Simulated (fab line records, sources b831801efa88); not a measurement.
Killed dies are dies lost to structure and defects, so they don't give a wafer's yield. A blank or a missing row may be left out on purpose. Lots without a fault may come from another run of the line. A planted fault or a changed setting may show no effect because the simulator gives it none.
fab line records | flow sky130
record lots=12 wafers=34 last_day=50
route steps=708 shown DNWELL@43 VT_ADJUST_PCH@150 SONOS_ONO@183 CONTACT@406 PAD_OPEN@708
lots that met no fault: from a run of the same line without faults
start_h: hours from the record's first day to the start of the lot's first wafer shown | wait_h: hours since the lot's step before | " the same as in the row above | L1.1+2: a row that stands for several wafers | - no value, or no start given | * or withheld: withheld | < > ~ a bound
route shown NAME@n: a module of which the file shows steps, and the number in the route of the first | usual: mean/standard deviation of fault-free wafers | same: alike in all rows | chamber/n: place in a boat | sites: the reading at each site | _std_site: their standard deviation | _edge_site: outer sites' mean less inner sites' | radius_mm: how far each site lies from the wafer's centre | mask NAME#n: copy n | behind: the tool/chamber that last shaped the wafer | hold: why the lot was held/for how many hours/how that ended | device: the transistor (n, p or np) that didn't switch | end of line: the same wafers' tests at the end of the route | a step without rows: its recipe alone | killed: dies lost to structure and defects at the first sort, not the wafer's yield | map: a wafer's dies, x killed, . not, _ none there
set.NAME: the setting as run; set.NAME@STEP: as run at that earlier step | model.NAME: the simulator's own value behind a step, which no gauge read
steps of the route over a sample of lots; a table a step, a row a wafer
services: from which hour (start_h, from the record's first day; less than 0 if before it) a tool's chamber was out of use, for how many hours, and why
## steps
# step SKY_DNWELL_STRIP_08
# recipe chemistry=O2/N2 power_w=1400 pressure_mtorr=1500 platen_temp_c=withheld o2_flow_sccm=3000 n2_flow_sccm=300 overash_fraction=0.5
# usual drypump_motor_current_A=5.8/0.54 oes_product_au=0.723/0.0046 strip_time_to_endpoint_s=36.88/0.1
# columns lot.wafer tool chamber start_h wait_h drypump_motor_current_A oes_product_au rf_hours_counter_h strip_time_to_endpoint_s
L406.1 plasma_asher-03 0 53.18 0.1 5.6 0.727 38 36.98
L406.3 " 0 " " 5.6 0.721 - 36.89
L406.5 " 0 " " 5.6 0.713 - 37.06
L407.1 plasma_asher-01 0 57.48 0.1 4.9 0.722 37 37.02
L407.3 " 0 " " 4.9 0.727 - 36.91
L407.4 " 1 " " 6.3 0.725 - 37.10
L410.2 plasma_asher-01 0 74.33 0.1 5.0 0.723 39 36.90
L410.3 " 1 " " 6.4 0.733 - 36.89
L410.4 " 0 " " 5.0 0.725 - 36.90
L415.2 plasma_asher-04 0 98.88 0.1 6.4 0.726 28 36.85
L415.3 " 0 " " 6.4 0.723 - 36.79
L415.5 " 0 " " 6.4 0.730 - 36.89
L416.1 plasma_asher-01 0 108.63 0.1 4.9 0.730 42 36.72
L416.2 " 1 " " 6.4 0.729 42 36.80
L416.4 " 0 " " 5.0 0.718 - 36.81
L417.2 plasma_asher-04 0 115.15 0.1 6.4 0.723 30 36.73
L417.4 " 1 " " 5.5 0.726 - 36.87
L419.2 plasma_asher-03 1 123.03 0.1 5.8 0.718 45 36.95
L419.4 " 1 " " 5.8 0.718 - 36.85
L424.1 plasma_asher-01 1 156.25 0.1 6.3 0.723 48 37.04
L424.4 " 0 " " 5.0 0.728 - 37.15
L424.6 " 1 " " 6.3 0.715 - 37.05
L425.1 plasma_asher-04 1 163.55 0.1 5.5 0.717 35 36.89
L425.4 " 1 " " 5.5 0.725 - 36.82
L425.6 " 0 " " 6.4 0.724 - 36.91
L427.2 plasma_asher-01 0 169.48 0.1 4.9 0.712 49 36.94
L427.4 " 0 " " 4.9 0.713 - 36.89
L427.5 " 1 " " 6.4 0.722 - 36.98
L428.2 plasma_asher-01 0 176.45 0.1 5.0 0.727 50 36.89
L428.3 " 1 " " 6.4 0.724 - 36.89
L428.6 " 0 " " 4.9 0.724 - 36.94
L429.1 plasma_asher-03 1 178.35 0.1 5.8 0.723 50 36.88
L429.2 " 0 " " 5.6 0.725 50 36.79
L429.3 " 0 " " 5.6 0.726 - 36.88
# step SKY_VT_ADJUST_PCH_OVL_MEAS_07
# usual VT_ADJUST_PCH_OVL=-0.4/1.6
# columns lot.wafer tool chamber start_h wait_h VT_ADJUST_PCH_OVL[nm]
L406.1 overlay-02 - 225.05 - -0.2
L406.3 " - " " -1.1
L406.5 " - " " 0.6
L407.1 overlay-01 - 229.05 - -0.8
L407.3 " - " " 1.2
L407.4 " - " " -1.2
L410.2 overlay-02 - 252.85 - -1.5
L410.3 " - " " -1.1
L410.4 " - " " -2.0
L415.2 overlay-02 - 287.59 - -3.3
L415.3 " - " " -2.1
L415.5 " - " " -2.9
L416.1 overlay-02 - 297.54 - -1.1
L416.2 " - " " -1.8
L416.4 " - " " -0.5
L417.2 overlay-01 - 306.91 - 1.3
L417.4 " - " " 0.2
L419.2 overlay-02 - 316.39 - 1.3
L419.4 " - " " 3.0
L424.1 overlay-01 - 366.65 - 3.3
L424.4 " - " " 0.5
L424.6 " - " " 0.4
L425.1 overlay-02 - 378.90 - -0.3
L425.4 " - " " -0.5
L425.6 " - " " -1.5
L427.2 overlay-01 - 384.61 - 2.0
L427.4 " - " " 2.3
L427.5 " - " " 1.7
L428.2 overlay-02 - 395.00 - -2.6
L428.3 " - " " -1.2
L428.6 " - " " -1.3
L429.1 overlay-01 - 398.25 - -0.2
L429.2 " - " " -2.5
L429.3 " - " " -2.1
# step SKY_SONOS_ONO_ETCH_15
# recipe target_depth_nm=19.52 chemistry=CHF3/O2 source_w=600 bias_w=200 pressure_mtorr=40 chf3_flow_sccm=50 O2_flow_sccm=5 time_s=7.8
# usual drypump_motor_current_A=5.9/0.31 oes_product_au=0.997/0.0078 throttle_valve_pct=8.823/0.0099
# columns lot.wafer tool chamber start_h wait_h drypump_motor_current_A oes_product_au rf_hours_counter_h throttle_valve_pct
L406.1 rie_diel-03 3 278.11 0.0 5.7 0.995 4 8.823
L406.3 " 0 " " 6.6 1.007 12 8.816
L406.5 " 1 " " 5.3 0.997 - 8.812
L407.1 rie_diel-04 3 283.65 0.0 5.9 1.005 9 8.818
L407.3 " 0 " " 5.8 1.002 51 8.821
L407.4 " 2 " " 6.0 0.995 17 8.819
L410.2 rie_diel-04 1 332.60 0.0 5.7 0.976 0 8.801
L410.3 " 0 " " 5.9 1.001 52 8.828
L410.4 " 1 " " 5.7 0.984 - 8.823
L415.2 rie_diel-03 3 344.65 0.0 5.7 0.992 5 8.805
L415.3 " 0 " " 6.7 1.003 12 8.823
L415.5 " 3 " " 5.7 0.991 - 8.816
L416.1 rie_diel-04 3 352.06 0.0 6.0 1.000 10 8.812
L416.2 " 1 " " 5.7 0.983 1 8.835
L416.4 " 2 " " 6.0 0.989 17 8.817
L417.2 rie_diel-04 1 366.73 0.0 5.7 0.992 1 8.819
L417.4 " 2 " " 6.0 1.006 - 8.827
L419.2 rie_diel-03 3 377.41 0.0 5.7 0.992 6 8.823
L419.4 " 0 " " 6.6 0.992 - 8.816
L424.1 rie_diel-04 1 433.60 0.0 5.7 0.994 3 8.829
L424.4 " 2 " " 6.0 1.008 - 8.831
L424.6 " 1 " " 5.7 0.993 - 8.802
L425.1 rie_diel-03 2 447.10 0.0 6.0 0.992 50 8.816
L425.4 " 0 " " 6.7 0.996 15 8.829
L425.6 " 0 " " 6.6 0.989 - 8.812
L427.2 rie_diel-04 0 449.76 0.0 5.8 0.994 53 8.811
L427.4 " 3 " " 6.0 1.006 12 8.848
L427.5 " 3 " " 6.0 0.995 - 8.815
L428.2 rie_diel-04 1 465.50 0.0 5.7 0.995 3 8.825
L428.3 " 0 " " 5.8 0.993 53 8.830
L428.6 " 3 " " 5.9 0.999 - 8.840
L429.1 rie_diel-03 0 466.23 0.0 6.6 0.994 15 8.822
L429.2 " 1 " " 5.3 0.990 15 8.829
L429.3 " 2 " " 6.0 0.999 51 8.830
# step SKY_CONTACT_CVD_00
# recipe material=Si3N4 target_thk_nm=75 temp_c=400 time_s=withheld rf_w=450
# usual heater_power_w=709/87
# columns lot.wafer tool chamber start_h wait_h heater_power_w
L406.1 pecvd-03 0 692.16 0.0 716
L406.3 " 2 " " 787
L406.5 " 2 " " 872
L407.1 pecvd-01 1 707.47 0.0 751
L407.3 " 2 " " 728
L407.4 " 0 " " 701
L410.2 pecvd-01 0 760.22 0.0 650
L410.3 " 2 " " 928
L410.4 " 0 " " 683
L415.2 pecvd-03 0 776.79 0.0 789
L415.3 " 1 " " 670
L415.5 " 2 " " 817
L416.1 pecvd-03 2 780.75 0.0 776
L416.2 " 1 " " 729
L416.4 " 2 " " 790
L417.2 pecvd-03 2 790.47 0.0 811
L417.4 " 0 " " 677
L419.2 pecvd-03 1 800.22 0.0 669
L419.4 " 2 " " 758
L424.1 pecvd-04 1 849.69 0.0 570
L424.4 " 0 " " 539
L424.6 " 2 " " 697
L425.1 pecvd-03 0 860.95 0.0 745
L425.4 " 1 " " 749
L425.6 " 0 " " 697
L427.2 pecvd-04 0 862.16 0.0 640
L427.4 " 1 " " 511
L427.5 " 2 " " 691
L428.2 pecvd-03 2 874.78 0.0 732
L428.3 " 1 " " 750
L428.6 " 1 " " 747
L429.1 pecvd-03 0 879.46 0.0 687
L429.2 " 2 " " 822
L429.3 " 1 " " 757
# step SKY_CONTACT_THK_MEAS_01
# recipe reads=Si3N4_of_CONTACT_CVD_00
# usual CONTACT_CVD_00_THK=75.1/0.9
# columns lot.wafer tool chamber start_h wait_h CONTACT_CVD_00_THK[nm]
L406.1 film_metro-02 - 692.20 - 73.9
L406.3 " - " " 74.6
L406.5 " - " " 75.9
L407.1 film_metro-02 - 707.50 - 75.6
L407.3 " - " " 73.9
L407.4 " - " " 74.8
L410.2 film_metro-02 - 760.26 - 74.9
L410.3 " - " " 74.6
L410.4 " - " " 75.7
L415.2 film_metro-01 - 776.84 - 74.0
L415.3 " - " " 74.5
L415.5 " - " " 76.1
L416.1 film_metro-02 - 780.78 - 106.3
L416.2 " - " " 105.5
L416.4 " - " " 75.6
L417.2 film_metro-02 - 790.51 - 105.6
L417.4 " - " " 75.3
L419.2 film_metro-01 - 800.26 - 104.3
L419.4 " - " " 75.1
L424.1 film_metro-01 - 849.73 - 73.7
L424.4 " - " " 74.9
L424.6 " - " " 76.0
L425.1 film_metro-02 - 860.99 - 73.2
L425.4 " - " " 74.6
L425.6 " - " " 74.8
L427.2 film_metro-02 - 862.20 - 75.1
L427.4 " - " " 76.2
L427.5 " - " " 76.4
L428.2 film_metro-01 - 874.82 - 75.0
L428.3 " - " " 74.3
L428.6 " - " " 75.8
L429.1 film_metro-04 - 879.50 - 75.3
L429.2 " - " " 75.2
L429.3 " - " " 75.6
# step SKY_CONTACT_ETCH_18
# recipe target=Si3N4 chemistry=CHF3/O2 stop_on=TiN source_w=600 bias_w=200 pressure_mtorr=40 chf3_flow_sccm=50 O2_flow_sccm=5 time_s=39 target_depth_a=750
# usual drypump_motor_current_A=5.8/0.39 oes_product_au=0.856/0.0074 throttle_valve_pct=8.793/0.009
# columns lot.wafer tool chamber start_h wait_h drypump_motor_current_A oes_product_au rf_hours_counter_h throttle_valve_pct
L406.1 rie_diel-02 3 - - 5.3 0.847 9 8.797
L406.3 " 2 " " 5.7 0.855 11 8.794
L406.5 " 0 " " 5.7 0.854 - 8.785
L407.1 rie_diel-03 0 - - 6.6 0.859 21 8.786
L407.3 " 2 " " 6.0 0.853 1 8.785
L407.4 " 1 " " 5.3 0.855 21 8.784
L410.2 rie_diel-01 1 - - 5.7 0.854 21 8.795
L410.3 " 3 " " 6.4 0.854 12 8.779
L410.4 " 0 " " 5.8 0.861 - 8.807
L415.2 rie_diel-03 1 - - 5.3 0.842 23 8.783
L415.3 " 2 " " 6.0 0.843 3 8.788
L415.5 " 2 " " 6.0 0.854 - 8.789
L416.1 rie_diel-02 0 - - 5.7 1.009 22 8.832
L416.2 " 2 " " 5.8 0.997 13 8.817
L416.4 " 1 " " 5.4 0.861 4 8.816
L417.2 rie_diel-01 3 - - 6.3 0.989 14 8.819
L417.4 " 3 " " 6.4 0.855 - 8.797
L419.2 rie_diel-01 1 - - 5.7 1.013 23 8.829
L419.4 " 3 " " 6.4 0.852 - 8.780
L424.1 rie_diel-03 0 - - 6.6 0.846 26 8.774
L424.4 " 2 " " 6.0 0.854 - 8.801
L424.6 " 3 " " 5.7 0.858 - 8.777
L425.1 rie_diel-02 1 - - 5.4 0.847 6 8.777
L425.4 " 3 " " 5.3 0.862 14 8.797
L425.6 " 3 " " 5.3 0.855 - 8.808
L427.2 rie_diel-01 0 - - 5.8 0.854 7 8.793
L427.4 " 3 " " 6.3 0.858 16 8.790
L427.5 " 1 " " 5.7 0.858 - 8.793
L428.2 rie_diel-02 2 - - 5.8 0.839 15 8.795
L428.3 " 1 " " 5.4 0.855 7 8.784
L428.6 " 2 " " 5.7 0.866 - 8.779
L429.1 rie_diel-03 2 - - 6.0 0.860 6 8.777
L429.2 " 3 " " 5.7 0.864 19 8.775
L429.3 " 0 " " 6.6 0.864 27 8.808
# step SKY_PAD_OPEN_PROBE_99
# usual killed_at_M0_to_M3=43/7 killed_at_M4_up=3.4/1.9 killed_at_contacts=24/5.4 killed_at_front_end=15/4.4 killed_at_other=0.4/0.63 killed_dies=86/9.1 killed_on_rim=16/3.5 killed_open=46/6.6 killed_short=39/6.6
# same gross_dies=492 killed_at_back_side=0
# columns lot.wafer tool chamber start_h wait_h killed_at_M0_to_M3 killed_at_M4_up killed_at_contacts killed_at_front_end killed_at_other killed_dies killed_on_rim killed_open killed_short
L416.1 prober-01 - 1130.77 0.1 38 2 440 11 0 491 95 39 30
L416.2 prober-01 - 1130.82 0.1 44 1 434 13 0 492 96 39 41
L416.4 prober-01 - 1130.92 0.2 52 0 17 10 0 79 13 45 34
L417.2 prober-02 - 1136.51 0.1 47 4 429 12 0 492 96 51 39
L417.4 prober-02 - 1136.61 0.2 45 2 23 15 0 85 18 47 38
L419.2 prober-02 - 1147.09 0.1 34 3 424 20 0 481 86 46 31
L419.4 prober-02 - 1147.19 0.2 29 4 25 26 1 85 16 45 40
L427.2 prober-02 - 1188.30 0.1 39 6 22 17 0 84 15 46 38
L427.4 prober-02 - 1188.40 0.2 37 3 30 13 0 83 21 50 33
L427.5 prober-02 - 1188.45 0.2 35 3 25 12 0 75 17 37 38
# killed by level:class
L416.1 CONTACT:area_etch=422 VIA1:geometric_particle:open=17 LI_CONTACT:geometric_particle:open=6 METAL3:geometric_particle:short=6 LOCAL_INTERCONNECT:geometric_particle:short=4 CONTACT:geometric_particle:open=4 VIA2:geometric_particle:short=4 POLY_GATE:geometric_particle:short=3
L416.2 CONTACT:area_etch=412 VIA2:geometric_particle:open=11 CONTACT:geometric_particle:short=9 VIA1:geometric_particle:open=8 CONTACT:geometric_particle:open=7 VIA1:geometric_particle:short=6 VIA3:geometric_particle:open=6 FIELD_ISO:geometric_particle:short=4
L416.4 VIA1:geometric_particle:open=9 VIA2:geometric_particle:open=8 METAL1:geometric_particle:short=8 CONTACT:geometric_particle:open=6 METAL3:geometric_particle:short=5 LI_CONTACT:geometric_particle:open=5 VIA3:geometric_particle:open=5 VIA2:geometric_particle:short=5
L417.2 CONTACT:area_etch=402 VIA1:geometric_particle:open=13 CONTACT:geometric_particle:open=10 CONTACT:geometric_particle:short=7 VIA2:geometric_particle:open=7 METAL1:geometric_particle:short=5 METAL4:geometric_particle:short=4 POLY_GATE:geometric_particle:open=4
L417.4 VIA1:geometric_particle:open=12 FIELD_ISO:geometric_particle:short=8 CONTACT:geometric_particle:open=7 LI_CONTACT:geometric_particle:open=6 CONTACT:geometric_particle:short=6 VIA2:geometric_particle:short=5 METAL2:geometric_particle:short=5 VIA2:geometric_particle:open=4
L419.2 CONTACT:area_etch=404 VIA1:geometric_particle:open=11 CONTACT:geometric_particle:open=9 FIELD_ISO:geometric_particle:open=6 POLY_GATE:geometric_particle:open=6 VIA2:geometric_particle:open=5 LOCAL_INTERCONNECT:geometric_particle:short=4 CONTACT:geometric_particle:short=4
L419.4 FIELD_ISO:geometric_particle:open=10 CONTACT:geometric_particle:open=10 FIELD_ISO:geometric_particle:short=9 VIA1:geometric_particle:open=9 LI_CONTACT:geometric_particle:open=6 CONTACT:geometric_particle:short=5 METAL3:geometric_particle:short=4 POLY_GATE:geometric_particle:short=3
L427.2 CONTACT:geometric_particle:open=10 VIA1:geometric_particle:open=9 FIELD_ISO:geometric_particle:short=7 VIA2:geometric_particle:open=7 FIELD_ISO:geometric_particle:open=4 LI_CONTACT:geometric_particle:open=4 CONTACT:geometric_particle:short=4 METAL2:geometric_particle:short=4
L427.4 CONTACT:geometric_particle:open=16 VIA3:geometric_particle:open=10 METAL1:geometric_particle:short=6 CONTACT:geometric_particle:short=5 METAL2:geometric_particle:short=5 VIA2:geometric_particle:open=5 POLY_GATE:geometric_particle:open=4 LI_CONTACT:geometric_particle:open=4
L427.5 VIA1:geometric_particle:open=8 CONTACT:geometric_particle:open=7 LI_CONTACT:geometric_particle:open=6 LOCAL_INTERCONNECT:geometric_particle:short=6 VIA1:geometric_particle:short=5 METAL3:geometric_particle:short=4 VIA2:geometric_particle:open=4 FIELD_ISO:geometric_particle:short=3
## services
# columns tool chamber start_h hours kind
rie_diel-03 0 55.70 5.3 repair
pecvd-03 0 98.82 3.2 repair
rie_diel-03 - 156.81 2.0 repair
pecvd-03 - 216.35 14.6 pm
rie_diel-03 1 221.68 2.7 repair
pecvd-03 - 230.95 2.8 pm
pecvd-03 0 250.67 1.8 repair
rie_diel-03 2 313.85 6.1 repair
rie_diel-03 - 316.22 28.1 pm
pecvd-03 - 321.76 0.2 repair
rie_diel-03 1 344.68 30.4 repair
pecvd-03 2 366.22 19.3 repair
rie_diel-03 2 373.73 22.5 repair
rie_diel-03 - 378.95 14.6 pm
rie_diel-03 3 394.39 5.9 repair
pecvd-03 1 423.25 19.4 repair
pecvd-03 0 454.08 29.7 repair
rie_diel-03 - 485.90 2.8 pm
pecvd-03 1 627.36 26.6 repair
pecvd-03 1 746.83 6.9 repair
pecvd-03 - 752.53 0.5 repair
pecvd-03 - 757.65 1.8 repair
rie_diel-03 2 849.94 5.9 repair
rie_diel-03 1 873.04 58.2 repair
## key
first_sign step=SKY_CONTACT_THK_MEAS_01 reading=CONTACT_CVD_00_THK direction=up sigmas=34 usual=75.1 struck=105.4
effect step=SKY_CONTACT_ETCH_18 reading=oes_product_au direction=up sigmas=20 usual=0.856 struck=1.002
effect step=SKY_PAD_OPEN_PROBE_99 reading=killed_at_contacts direction=up sigmas=75 usual=24 struck=432
more_kills_born_at SKY_CONTACT_ETCH_18@rie_diel-02=834 SKY_CONTACT_ETCH_18@rie_diel-01=806
met_at SKY_CONTACT_CVD_00
struck_lots L416,L417,L419
struck_wafers L416.1,L416.2,L417.2,L419.2
later_rows_left_out L416.1,L416.2,L417.2,L419.2
tester_left_out L416,L417,L419
not_acting_at SKY_DNWELL_STRIP_08,SKY_VT_ADJUST_PCH_OVL_MEAS_07,SKY_SONOS_ONO_ETCH_15
onset_between 776.79 780.75
fault kind=process_parameter_drift tool=pecvd-03 chamber=- onset_h=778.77 steps=SKY_CONTACT_CVD_00 channel=target_thk_nm offset=31.367 shape=step end_h=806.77 scope=struck_wafers_only acts_in=these_recipes_only stated=75
# tester_left_out: of these lots the tester's yield and bins aren't shown, on N5 and GAA mostly nor the transistor test; their killed dies are dies lost to structure and defects alone, not to doping, threshold or leakage, so they don't give the yield
# later_rows_left_out: the simulator's readings of these wafers behind a module that went badly wrong aren't trusted and aren't shown, but for the sort
